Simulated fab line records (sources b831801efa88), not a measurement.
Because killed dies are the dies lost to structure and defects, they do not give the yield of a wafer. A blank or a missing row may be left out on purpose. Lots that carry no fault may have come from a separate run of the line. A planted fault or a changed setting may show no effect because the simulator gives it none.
Struck lot and sound lot, side by side -- flow sky130 -- 28 steps out of a route of 708
Sound: wafers L416.2, L416.3, L416.6. Wafers struck: L402.4, L402.5, L402.6. The cause is given at the end.
Order at every step that has rows: each side's tool, ch and its chambers, its first start. Under that, the readings that differ: sound wafers -- struck wafers -- difference of the means -- sigmas: that difference in standard deviations of wafers without a fault.
alike: same words and numbers on both sides, and readings whose means sit less than 2 such deviations apart. not compared: any withheld reading, any reading some wafer has no value for, any bound like >300 that may hide the same value, and any number with overlapping values for which the record gives no deviation.
Wherever a step has rows on one side only, a row that says differs or no value, or a row with sigmas, the two part there. When numbers do not overlap yet have no deviation, they are printed without sigmas and do not part them. A reading missing from all wafers of one side parts the sides only when that side holds two or more wafers.

first, 8 steps without rows for these wafers: SKY_LOCAL_INTERCONNECT_ETCH_13 (etches BARC in N2/H2, stops on SiO2, time 45.9 s, target depth 60 nm); SKY_LOCAL_INTERCONNECT_METAL_ETCH_14 (etches TiN in Cl2/BCl3, stops on PSG, target depth 110 nm, time 31.4 s); SKY_LOCAL_INTERCONNECT_STRIP_15 (strips in O2/N2); SKY_LOCAL_INTERCONNECT_STRIP_16 (strips in post etch residue remover, time 1200 s); SKY_LOCAL_INTERCONNECT_CLEAN_17 (cleans in IPA, time 180 s); SKY_LOCAL_INTERCONNECT_CLEAN_18 (cleans in O3/DIW); SKY_CONTACT_CVD_00 (deposits Si3N4, target thk 75 nm); SKY_CONTACT_HDPCVD_02 (deposits SiO2, target thk 565 nm, time 94.2 s).
SKY_CONTACT_CMP_04: polishes SiO2.
  sound on cmp-01 ch 1,2,3, day 37 13:34; struck on cmp-01 ch 0,1,2, day 33 16:29
  no value came back on the struck wafers for edgeZonePressureFrac, headPressurePsi (psi), motorCurrentA (A), timeToEndpointS (s); on the sound wafers edgeZonePressureFrac reads 1.001 1.003 1.001
reading,sound,struck,difference,sigmas
model.SiO2_of_CONTACT_HDPCVD_02.thkNm (nm),338.5 337.1 339,577.5 575.1 575,+237.7,
then, 9 steps without rows for these wafers: SKY_CONTACT_DEHYDRATE_06 (time 60 s); SKY_CONTACT_HMDS_07 (prime time 60 s); SKY_CONTACT_COAT_08 (resist thk 60 nm); SKY_CONTACT_COAT_09 (resist thk 450 nm); SKY_CONTACT_SOFTBAKE_10 (time 90 s); SKY_CONTACT_EXPOSE_11 (exposes mask CTM1, target cd 170 nm); SKY_CONTACT_PEB_12; SKY_CONTACT_DEVELOP_13 (develop time 60 s); SKY_CONTACT_ETCH_16 (etches BARC in N2/H2, stops on SiO2, time 45.9 s, target depth 60 nm).
SKY_CONTACT_ETCH_17: etches SiO2 in C4F8/O2/Ar, stops on Si3N4, target depth 340 nm.
  sound on rieDiel-04 ch 0,2,3, day 38 15:19; struck on rieDiel-01 ch 0,3, day 34 18:58
reading,sound,struck,difference,sigmas
oesProductAu (a.u.),0.883 0.894 0.893,1.652 1.643 1.656,+0.760,+99 or more
model.etch.depthNm (nm),338.5 337.1 339,419.1 417.1 419.6,+80.4,
model.CONTACT.featureDepthNm (nm),339 337.6 339.4,419.1 417.1 419.6,+79.9,
  alike: chamberPressureMTorr
then, 7 steps without rows for these wafers: SKY_CONTACT_ETCH_18 (etches Si3N4 in CHF3/O2, stops on TiN, time 39 s, target depth 75 nm); SKY_CONTACT_STRIP_19 (strips in O2/N2); SKY_CONTACT_STRIP_20 (strips in post etch residue remover, time 1200 s); SKY_CONTACT_CLEAN_21 (cleans in IPA, time 180 s); SKY_CONTACT_CLEAN_22 (cleans in O3/DIW); SKY_CONTACT_SPUTTER_23 (material TiN, target thk 20 nm, time 80 s); SKY_CONTACT_CVD_24 (deposits W, target thk 340 nm, time 102.12 s).
SKY_CONTACT_CMP_27: polishes, stops on SiO2, t overpolish 15 s, target thk 0 nm.
  sound on cmp-01 ch 0,2,3, day 38 16:22; struck on cmp-01 ch 0,1, day 34 20:03
reading,sound,struck,difference,sigmas
model.SiO2_of_CONTACT_HDPCVD_02.thkNm (nm),335.3 333.9 335.8,574.4 571.9 571.8,+237.7,
  alike: edgeZonePressureFrac, headPressurePsi, motorCurrentA
-- the record jumps here: 13 days lie between the struck wafers' starts before and after (it left off in module CONTACT and takes up again in module PAD_OPEN, whose first step shown is number 708 of the route) --
SKY_PAD_OPEN_PROBE_99:
  rows exist in the record for the struck wafers here (prober-01, day 48 06:21), but not for the sound ones

## WHERE THEY PART
Earliest at SKY_CONTACT_CMP_04; latest, in this record, at SKY_PAD_OPEN_PROBE_99.

WHY: whatever the simulator had introduced
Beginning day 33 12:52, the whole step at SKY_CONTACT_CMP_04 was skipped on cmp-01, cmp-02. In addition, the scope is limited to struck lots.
